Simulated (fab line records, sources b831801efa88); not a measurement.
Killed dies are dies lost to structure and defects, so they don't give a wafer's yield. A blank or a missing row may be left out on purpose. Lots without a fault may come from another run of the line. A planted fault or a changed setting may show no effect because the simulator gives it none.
Chamber matching | flow sky130 | SKY_POLY_CUT_ETCH_11 on rie_diel-04: 4 sister chambers
The step etches Si3N4 in CF4/CH2F2/Ar, stops on poly-Si, time 42.5 s, target depth 60 nm. 4 wafers are shown with their chamber, then 7 later ones without.

WAFERS WITH THEIR CHAMBER
wafer  | chamber | drypump_motor_current_A (A)
L787.4 | 1       | 6.0
L788.5 | 3       | 6.8
L791.1 | 0       | 6.2
L791.5 | 2       | 6.0

WAFERS WITHOUT THEIR CHAMBER
wafer  | drypump_motor_current_A (A)
L791.6 | 6.0
L795.1 | 6.2
L795.4 | 6.0
L795.5 | 6.7
L797.2 | 6.7
L797.4 | 6.0
L797.6 | 5.9

WHICH CHAMBER EACH WENT THROUGH
wafer  | from the rows above     | in truth
L791.6 | can't be placed: 1 or 2 | 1
L795.1 | 0                       | 0
L795.4 | can't be placed: 1 or 2 | 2
L795.5 | 3                       | 3
L797.2 | 3                       | 3
L797.4 | can't be placed: 1 or 2 | 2
L797.6 | can't be placed: 1 or 2 | 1
Placed correctly: 3 of 7. Can't be placed from these rows: 4 (the true chamber is among the candidates in 4). Placed wrongly: 0.
How it was worked out, from the rows above alone: a wafer's distance from a chamber is the root of the sum, over the readings, of the square of ((its reading less the chamber's mean) divided by the reading's scatter). The wafer belongs to the nearest chamber; if the next one is less than 2 further off, it can't be placed. A chamber's mean is the mean of its shown wafers. The scatter: with one shown wafer a chamber, the root of the mean of the squares of how far each hidden wafer lies from its nearest shown one.
